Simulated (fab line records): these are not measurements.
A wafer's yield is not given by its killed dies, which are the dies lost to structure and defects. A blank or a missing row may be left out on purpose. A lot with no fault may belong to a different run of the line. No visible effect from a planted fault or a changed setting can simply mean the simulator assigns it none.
The tool behind it: which one? + flow gf180mcu + 6 lots, 18 wafers sampled, at 2 steps of a route of 602

WHAT THE GAUGES SHOWED, per wafer
GF_HV_LDD_THK_MEAS_55.
| lot  | measured     | on            | HV_LDD_CVD_54_THK (nm)              |
|------|--------------|---------------|-------------------------------------|
| L392 | day 12 20:52 | film metro-04 | 10.32 10.44 10.25                   |
| L395 | day 13 19:10 | film metro-01 | 10.23 10.11 10.12                   |
| L398 | day 15 01:07 | film metro-02 | 9.82 9.93 9.88                      |
| L405 | day 17 06:17 | film metro-01 | 12.75 12.62 12.61 12.71 12.54 12.67 |
| L407 | day 17 20:47 | film metro-04 | 9.75 9.85 9.71                      |
| L413 | day 19 23:25 | film metro-04 | 10.01 9.93 9.90                     |

EACH LOT AND THE TOOL THAT RAN IT (in order: tool; ch and the chambers of the sampled wafers; start)
| lot  | GF_HV_LDD_CVD_54            |
|------|-----------------------------|
| L392 | lpcvd-02 ch 0, day 12 19:50 |
| L395 | lpcvd-01 ch 1, day 13 18:08 |
| L398 | lpcvd-02 ch 1, day 15 00:05 |
| L405 | lpcvd-02 ch 1, day 17 05:16 |
| L407 | lpcvd-01 ch 0, day 17 19:44 |
| L413 | lpcvd-01 ch 0, day 19 22:23 |
- GF_HV_LDD_CVD_54: deposits SiO2 from TEOS, target thk 10 nm, time 75 s.

THE ANSWER, worked out from the rows above alone
Rule: usual is defined by the lots themselves. Put in order of their means at a reading, lots are off if they are a third of the lots or fewer, leave a main group of 4 or more, and stand apart from it by a gap of 3 or more times the standard deviation of the main group's means; of several such gaps the widest counts. If all means in a main group match to the digits the tables above print for the reading, that group is not used. A lot without any number at a reading at which 4 lots or more have one is off too. Where the step has rows for the other lots, those lots are counted as sound.
Off: at GF_HV_LDD_THK_MEAS_55 (HV_LDD_CVD_54_THK), L405. The main group: mean 10.02 nm, standard deviation 0.2.
If a tool, at a process step before that reading, ran all the lots that are off and no sound lot after the first of them, it fits. The gauges at GF_HV_LDD_THK_MEAS_55 are tried like those tools. This does not decide it: 2 tools fit, namely lpcvd-02 at GF_HV_LDD_CVD_54 and film metro-01 at GF_HV_LDD_THK_MEAS_55.

WHAT HAD BEEN PUT IN BY THE SIMULATOR
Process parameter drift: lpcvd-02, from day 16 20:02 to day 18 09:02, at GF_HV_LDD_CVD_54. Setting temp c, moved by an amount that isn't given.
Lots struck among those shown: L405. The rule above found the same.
